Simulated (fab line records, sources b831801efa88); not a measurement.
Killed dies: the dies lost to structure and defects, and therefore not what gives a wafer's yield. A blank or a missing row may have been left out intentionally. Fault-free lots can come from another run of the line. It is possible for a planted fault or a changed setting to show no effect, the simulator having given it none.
Code-filled problem report in 8D (eight disciplines) form | flow sky130 | the parts of the form that need people (team, actions taken, sign-off) are left out

1. THE PROBLEM
Wafers without a fault read 27.95, standard deviation 0.034; exposure dose mJ cm2 at SKY_METAL4_EXPOSE_10 reads a mean of 27.59 on 9 wafers belonging to 3 lots. Relative to the usual mean, that is a shift of -11 standard deviations.
The step: exposes mask MM4, target cd 300 nm.
First seen on wafer L304.1, day 44 15:08, on krf scanner-02. The record holds 36 wafers of 12 lots with a number at this step. By rule, "out" or "out of limits" means more than 4 standard deviations away from the usual mean. The other wafers with a number count as sound.

2. WHAT IT IS, AND WHAT IT ISN'T
question                    | is                     | is not
which readings at this step | exposure dose mJ cm2   | -
which lots                  | L304, L307, L309       | L294, L295, L296, L297, L298, L299, L300, L301, L302
which wafers of those lots  | all that have a number | -
read on which tools         | krf scanner-02         | krf scanner-01
when                        | from day 44 15:08      | up to then (27 sound wafers)

3. WHAT RULES OUT EACH SUSPECT
Counting: a tool stays on the suspect list if, at a process step up to the reading, it processed all lots that are out and no sound lot following the first of them.
- krf scanner-02 at SKY_METAL4_EXPOSE_10 (exposes mask MM4, target cd 300 nm): kept. Every lot that is out went through it, starting with L304 (day 44 15:08), and after that it ran no sound lot; the last sound lot it ran before then is L302 (day 44 10:25). Its own exposure dose mJ cm2 readings are out on those wafers.
Remaining after the count: krf scanner-02 at SKY_METAL4_EXPOSE_10.

4. THE CAUSE (what the simulator had put in)
Drift in process parameters on krf scanner-02 at SKY_METAL4_EXPOSE_10, starting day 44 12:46. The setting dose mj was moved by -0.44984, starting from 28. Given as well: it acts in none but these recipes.
Only this tool survived the counting.

5. SEQUENCE OF EFFECTS, ordered by route
Each row: a reading where the mean over the struck wafers with a number is more than 3 standard deviations away from the usual. Only readings whose record carries a usual standard deviation are examined. hours: median over the lots of the time between each lot's start at the first step of this table that gives one and its start at this step. sigmas: the change, counted in usual standard deviations.
hours | step                 | reading              | usual | on struck wafers | change | sigmas
0     | SKY_METAL4_EXPOSE_10 | exposure dose mJ cm2 | 27.95 | 27.59            | -0.36  | -11
The process steps in it:
- SKY_METAL4_EXPOSE_10: exposes mask MM4, target cd 300 nm.

6. HOW IT WOULD HAVE BEEN CAUGHT EARLIER
2 hours passed between the start of the fault at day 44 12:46 and the first reading out of limits in this record, taken at day 44 15:08.
